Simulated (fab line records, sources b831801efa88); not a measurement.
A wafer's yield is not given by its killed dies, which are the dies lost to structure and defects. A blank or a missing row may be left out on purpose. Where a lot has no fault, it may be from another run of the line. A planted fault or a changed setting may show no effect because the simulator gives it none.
fab line records	flow gf180mcu
[record] lots = 13	wafers = 39	last-day = 34
route steps=602 shown CONTACT@303 M1@315
lots that met no fault: from a run of the same line without faults
start-h: hours from the record's first day to the start of the lot's first wafer shown	wait-h: hours since the lot's step before	" same as the row above	L1.1+2: one row covering several wafers at once	- value missing, or start not given	* or withheld: withheld	< > ~ a bound
route shown NAME@n: a module of which the file shows steps, and the number in the route of the first	usual: mean/standard deviation of fault-free wafers	same: alike in all rows	chamber/n: place in a boat	sites: readings site by site	_std_site: standard deviation of those values	_edge_site: the outer-site mean with the inner-site mean subtracted	radius-mm: how far each site lies from the wafer's centre	mask NAME#n: copy n	behind: tool/chamber where the wafer was last shaped	hold: reason for holding the lot/hours on hold/outcome of the hold	device: whichever transistor did not switch (one of n, p or np)	end of line: the same wafers' tests at the end of the route	a step with no rows: only its recipe	killed: at the first sort, the dies lost to defects and structure; wafer yield is something else	map: dies across one wafer; x = killed, . = not, _ = none there
set.NAME: the run value of the setting; set.NAME@STEP: its run value at that earlier step	model.NAME: the simulator's own value behind a step, which no gauge read
steps of the route over a sample of lots; a table a step, a row a wafer
services: from which hour (start-h, from the record's first day; less than 0 if before it) a tool's chamber was out of use, for how many hours, and why
[[steps]]
[step GF_CONTACT_ETCH_16]
[recipe] chemistry = N2/H2	target-depth-a = withheld	overetch-a = withheld	time-s = withheld	target = BARC	ion-energy-ev = 200	source-w = 500	bias-w = 100	pressure-mtorr = 30	n2-flow-sccm = 100	h2-flow-sccm = 200
[usual] chamber-pressure-mTorr = 30.000/0.027	drypump-motor-current-A = 5.6/0.4	oes-product-au = 0.855/0.0052	throttle-valve-pct = 13.224/0.0093
lot.wafer	tool	chamber	start-h	wait-h	chamber-pressure-mTorr	drypump-motor-current-A	oes-product-au	throttle-valve-pct
L801.3	rie-diel-04	1	368.26	0.0	29.979	5.6	0.858	13.217
L801.5	"	1	"	"	29.991	5.6	0.859	13.221
L801.6	"	0	"	"	29.967	5.8	0.853	13.229
L805.2	rie-diel-02	2	397.01	0.0	30.017	5.4	0.858	13.213
L805.3	"	0	"	"	30.015	5.4	0.859	13.221
L805.5	"	3	"	"	29.992	4.9	0.862	13.242
L806.1	rie-diel-02	0	406.61	0.0	30.018	5.5	0.853	13.221
L806.3	"	1	"	"	30.014	5.7	0.853	13.232
L806.6	"	3	"	"	30.021	4.9	0.845	13.210
L809.1	rie-diel-01	1	440.71	0.0	30.058	5.7	0.853	13.222
L809.3	"	0	"	"	30.006	6.0	0.859	13.217
L809.6	"	0	"	"	29.974	6.0	0.861	13.238
L816.3	rie-diel-02	1	498.96	0.0	29.974	5.6	0.852	13.232
L816.4	"	2	"	"	29.992	5.4	0.849	13.221
L816.6	"	1	"	"	30.026	5.6	0.854	13.249
L817.2	rie-diel-01	3	510.26	0.0	29.985	5.4	0.855	13.217
L817.3	"	1	"	"	30.000	5.7	0.870	13.245
L817.6	"	1	"	"	29.943	5.7	0.856	13.225
L818.3	rie-diel-04	3	512.71	0.0	30.001	5.3	0.856	13.232
L818.5	"	2	"	"	30.019	6.5	0.855	13.227
L818.6	"	3	"	"	30.004	5.3	0.849	13.222
L819.3	rie-diel-02	0	521.61	0.0	29.966	5.5	0.855	13.221
L819.4	"	1	"	"	29.995	5.7	0.857	13.238
L819.6	"	0	"	"	30.000	5.5	0.862	13.237
L820.1	rie-diel-02	3	526.11	0.0	29.992	5.0	0.857	13.224
L820.5	"	1	"	"	29.994	5.7	0.858	13.242
L820.6	"	0	"	"	30.043	5.5	0.852	13.224
L821.1	rie-diel-04	3	536.96	0.0	29.998	5.3	0.851	13.240
L821.2	"	2	"	"	29.977	6.5	0.855	13.229
L821.4	"	0	"	"	29.928	5.8	0.842	13.216
L822.1	rie-diel-04	2	542.86	0.0	29.997	6.5	0.854	13.219
L822.4	"	0	"	"	30.039	5.8	0.858	13.228
L822.5	"	2	"	"	29.951	6.5	0.851	13.214
L823.2	rie-diel-04	3	551.56	0.0	29.999	5.3	0.854	13.215
L823.4	"	2	"	"	30.039	6.6	0.867	13.233
L823.5	"	2	"	"	30.006	6.5	0.856	13.215
L824.1	rie-diel-01	3	556.96	0.0	30.048	5.4	0.849	13.225
L824.2	"	2	"	"	29.977	5.5	0.862	13.223
L824.3	"	2	"	"	30.012	5.6	0.858	13.228
[step GF_CONTACT_ETCH_17]
[recipe] chemistry = C4F8/O2/Ar	mask-material = KrF	target = SiO2	stop-on = CoSi2	source-w = 1500	bias-w = 1200	pressure-mtorr = 40	c4f8-flow-sccm = withheld	O2_flow_sccm = 6	Ar_flow_sccm = 300	time-s = withheld	target-depth-a = 8600
[usual] chamber-pressure-mTorr = 40.00/0.034	oes-product-au = 0.810/0.0049
lot.wafer	tool	chamber	start-h	wait-h	chamber-pressure-mTorr	oes-product-au
L801.3	rie-diel-04	1	-	-	40.04	0.811
L801.5	"	1	"	"	40.04	0.805
L801.6	"	0	"	"	40.06	0.809
L805.2	rie-diel-02	2	-	-	39.92	0.805
L805.3	"	0	"	"	39.97	0.800
L805.5	"	3	"	"	40.03	0.809
L806.1	rie-diel-02	0	-	-	40.01	0.815
L806.3	"	1	"	"	40.04	0.801
L806.6	"	3	"	"	40.06	0.816
L809.1	rie-diel-01	1	-	-	39.96	0.816
L809.3	"	0	"	"	40.04	0.806
L809.6	"	0	"	"	39.99	0.809
L816.3	rie-diel-02	1	-	-	39.95	0.807
L816.4	"	2	"	"	39.98	0.810
L816.6	"	1	"	"	40.00	0.809
L817.2	rie-diel-01	3	-	-	39.99	0.808
L817.3	"	1	"	"	39.99	0.814
L817.6	"	1	"	"	39.98	0.810
L818.3	rie-diel-04	3	-	-	40.00	0.811
L818.5	"	2	"	"	39.99	0.811
L818.6	"	3	"	"	39.99	0.802
L819.3	rie-diel-02	0	-	-	39.94	0.800
L819.4	"	1	"	"	40.00	0.815
L819.6	"	0	"	"	39.99	0.816
L820.1	rie-diel-02	3	-	-	39.98	0.805
L820.5	"	1	"	"	40.06	0.809
L820.6	"	0	"	"	39.99	0.817
L821.1	rie-diel-04	3	-	-	39.99	0.814
L821.2	"	2	"	"	39.99	0.806
L821.4	"	0	"	"	39.95	0.812
L822.1	rie-diel-04	2	-	-	40.03	0.807
L822.4	"	0	"	"	40.00	0.800
L822.5	"	2	"	"	40.03	0.814
L823.2	rie-diel-04	3	-	-	40.01	0.811
L823.4	"	2	"	"	40.04	0.806
L823.5	"	2	"	"	39.95	0.806
L824.1	rie-diel-01	3	-	-	39.99	0.810
L824.2	"	2	"	"	39.94	0.807
L824.3	"	2	"	"	39.96	0.802
[step GF_M1_SPUTTER_00]
[recipe] material = Ti	target-thk-nm = 37.5	arriving-ion-energy-ev = 80	substrate-temp-c = 200	chamber-pressure-pa = 2	power-w = 4000	time-s = 150
[usual] throttle-valve-pct = 30.3/0.92
lot.wafer	tool	chamber	start-h	wait-h	throttle-valve-pct
L801.3	pvd-sputter-02	-	369.41	0.2	29.9
L801.5	"	-	"	"	29.9
L801.6	"	-	"	"	31.6
L805.2	pvd-sputter-01	-	398.15	0.2	32.0
L805.3	"	-	"	"	30.6
L805.5	"	-	"	"	29.4
L806.1	pvd-sputter-03	-	407.75	0.2	30.4
L806.3	"	-	"	"	29.8
L806.6	"	-	"	"	31.0
L809.1	pvd-sputter-01	-	441.85	0.1	31.8
L809.3	"	-	"	"	30.8
L809.6	"	-	"	"	30.8
L816.3	pvd-sputter-02	-	500.10	0.2	31.5
L816.4	"	-	"	"	29.2
L816.6	"	-	"	"	29.1
L817.2	pvd-sputter-03	-	511.40	0.2	28.8
L817.3	"	-	"	"	31.1
L817.6	"	-	"	"	29.6
L818.3	pvd-sputter-01	-	513.85	0.1	30.5
L818.5	"	-	"	"	30.7
L818.6	"	-	"	"	31.2
L819.3	pvd-sputter-02	-	522.75	0.1	29.3
L819.4	"	-	"	"	31.4
L819.6	"	-	"	"	31.5
L820.1	pvd-sputter-03	-	527.25	0.1	30.7
L820.5	"	-	"	"	29.9
L820.6	"	-	"	"	30.2
L821.1	pvd-sputter-01	-	538.11	0.2	30.2
L821.2	"	-	"	"	29.4
L821.4	"	-	"	"	31.1
L822.1	pvd-sputter-02	-	544.00	0.1	29.3
L822.4	"	-	"	"	29.6
L822.5	"	-	"	"	29.6
L823.2	pvd-sputter-01	-	552.71	0.2	31.5
L823.4	"	-	"	"	30.7
L823.5	"	-	"	"	29.2
L824.1	pvd-sputter-01	-	558.19	0.1	31.0
L824.2	"	-	"	"	29.3
L824.3	"	-	"	"	31.4
[step GF_M1_EXPOSE_11]
[recipe] mask-id = Metal1	target-cd-nm = 230	na = 0.68	source-shape = conventional	sigma-outer = 0.6	dose-mj = 28
[usual] reticle-temp-C = 22.98/0.1
lot.wafer	tool	chamber	start-h	wait-h	mask	reticle-temp-C
L801.3	krf-scanner-01	0	380.98	-	Metal1#0	23.11
L801.5	"	0	"	"	Metal1#0	23.11
L801.6	"	0	"	"	Metal1#0	23.07
L805.2	krf-scanner-02	0	410.52	-	Metal1#0	22.95
L805.3	"	0	"	"	Metal1#0	22.94
L805.5	"	0	"	"	Metal1#0	22.94
L806.1	krf-scanner-01	0	419.48	-	Metal1#0	23.07
L806.3	"	0	"	"	Metal1#0	23.21
L806.6	"	0	"	"	Metal1#0	23.15
L809.1	krf-scanner-02	0	454.18	-	Metal1#0	23.03
L809.3	"	0	"	"	Metal1#0	23.02
L809.6	"	0	"	"	Metal1#0	23.09
L816.3	krf-scanner-02	0	512.78	-	Metal1#0	23.04
L816.4	"	0	"	"	Metal1#0	23.05
L816.6	"	0	"	"	Metal1#0	23.09
L817.2	krf-scanner-02	0	523.57	-	Metal1#0	23.00
L817.3	"	0	"	"	Metal1#0	22.97
L817.6	"	0	"	"	Metal1#0	22.93
L818.3	krf-scanner-01	0	525.92	-	Metal1#0	22.80
L818.5	"	0	"	"	Metal1#0	22.75
L818.6	"	0	"	"	Metal1#0	22.83
L819.3	krf-scanner-01	0	533.94	-	Metal1#0	23.17
L819.4	"	0	"	"	Metal1#0	22.99
L819.6	"	0	"	"	Metal1#0	22.99
L820.1	krf-scanner-02	0	539.68	-	Metal1#0	22.98
L820.5	"	0	"	"	Metal1#0	22.94
L820.6	"	0	"	"	Metal1#0	23.04
L821.1	krf-scanner-02	0	549.32	-	Metal1#0	22.92
L821.2	"	0	"	"	Metal1#0	22.75
L821.4	"	0	"	"	Metal1#0	22.91
L822.1	krf-scanner-01	0	555.19	-	Metal1#0	22.99
L822.4	"	0	"	"	Metal1#0	22.86
L822.5	"	0	"	"	Metal1#0	22.88
L823.2	krf-scanner-01	0	564.77	-	Metal1#0	23.05
L823.4	"	0	"	"	Metal1#0	23.06
L823.5	"	0	"	"	Metal1#0	23.01
L824.1	krf-scanner-01	0	569.35	-	Metal1#0	23.07
L824.2	"	0	"	"	Metal1#0	22.91
L824.3	"	0	"	"	Metal1#0	23.04
[step GF_M1_CD_MEAS_14]
[recipe] target-cd-nm = 230
[usual] cd-nm = 229.5/0.99
lot.wafer	tool	chamber	start-h	wait-h	cd-nm
L801.3	cd-sem-02	-	392.36	0.2	227.7
L801.5	"	-	"	"	227.8
L801.6	"	-	"	"	228.8
L805.2	cd-sem-01	-	421.43	0.1	229.5
L805.3	"	-	"	"	229.5
L805.5	"	-	"	"	228.6
L806.1	cd-sem-01	-	431.27	0.1	230.5
L806.3	"	-	"	"	230.3
L806.6	"	-	"	"	229.9
L809.1	cd-sem-02	-	466.30	0.1	180.1
L809.3	"	-	"	"	228.6
L809.6	"	-	"	"	229.8
L816.3	cd-sem-01	-	523.94	0.1	231.0
L816.4	"	-	"	"	231.0
L816.6	"	-	"	"	229.8
L817.2	cd-sem-02	-	534.64	0.1	229.5
L817.3	"	-	"	"	229.2
L817.6	"	-	"	"	229.0
L818.3	cd-sem-02	-	537.79	0.1	230.2
L818.5	"	-	"	"	230.3
L818.6	"	-	"	"	231.2
L819.3	cd-sem-02	-	545.21	0.1	230.8
L819.4	"	-	"	"	230.8
L819.6	"	-	"	"	231.6
L820.1	cd-sem-02	-	550.45	0.1	230.2
L820.5	"	-	"	"	228.7
L820.6	"	-	"	"	229.5
L821.1	cd-sem-01	-	560.25	0.1	230.2
L821.2	"	-	"	"	229.8
L821.4	"	-	"	"	230.4
L822.1	cd-sem-02	-	566.45	0.1	229.2
L822.4	"	-	"	"	230.0
L822.5	"	-	"	"	229.1
L823.2	cd-sem-01	-	575.14	0.1	228.3
L823.4	"	-	"	"	227.3
L823.5	"	-	"	"	227.9
L824.1	cd-sem-01	-	579.92	0.1	229.9
L824.2	"	-	"	"	230.1
L824.3	"	-	"	"	229.0
[[services]]
tool	chamber	start-h	hours	kind
rie-diel-04	-	362.29	2.8	pm
rie-diel-01	-	378.24	1.6	repair
krf-scanner-02	-	379.69	1.3	pm
krf-scanner-02	-	385.33	2.5	repair
rie-diel-02	3	387.39	8.7	repair
rie-diel-04	3	390.58	1.2	repair
rie-diel-04	2	394.57	5.3	repair
rie-diel-01	-	413.56	14.6	pm
pvd-sputter-01	-	423.79	14.8	repair
rie-diel-02	3	425.53	5.1	repair
rie-diel-01	-	431.93	1.4	repair
rie-diel-02	0	446.07	8.8	repair
krf-scanner-01	-	449.01	0.8	pm
krf-scanner-01	-	453.54	1.3	pm
krf-scanner-01	-	455.67	0.2	repair
pvd-sputter-01	-	459.41	4.9	repair
rie-diel-04	0	472.71	20.2	repair
rie-diel-01	-	483.47	17.3	repair
krf-scanner-01	-	484.12	1.0	pm
krf-scanner-02	-	493.33	1.0	pm
rie-diel-02	2	503.79	4.9	repair
pvd-sputter-01	-	514.62	1.9	repair
rie-diel-04	3	515.57	9.0	repair
rie-diel-04	-	548.37	0.7	repair
[[key]]
[first-sign] step = GF_M1_CD_MEAS_14	reading = cd-nm	direction = down	sigmas = 50	usual = 229.5	struck = 180.1
effect none on later readings
met-at GF_M1_EXPOSE_11
struck-lots L809
struck-wafers L809.1
later-rows-left-out L809.1
sort-left-out L809.1
not-acting-at GF_CONTACT_ETCH_16,GF_CONTACT_ETCH_17,GF_M1_SPUTTER_00
onset-between 410.52 454.18
[fault] kind = process-parameter-drift	tool = krf-scanner-02	chamber = -	onset-h = 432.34	steps = GF_M1_EXPOSE_11	channel = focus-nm	offset = 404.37	shape = step	end-h = 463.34	scope = struck-wafers-only
// sort-left-out: the simulated sort isn't trusted on such a fault, so these wafers' sort isn't shown, and their yield isn't known
// later-rows-left-out: the simulator's readings of these wafers behind a module that went badly wrong aren't trusted and aren't shown, but for the sort
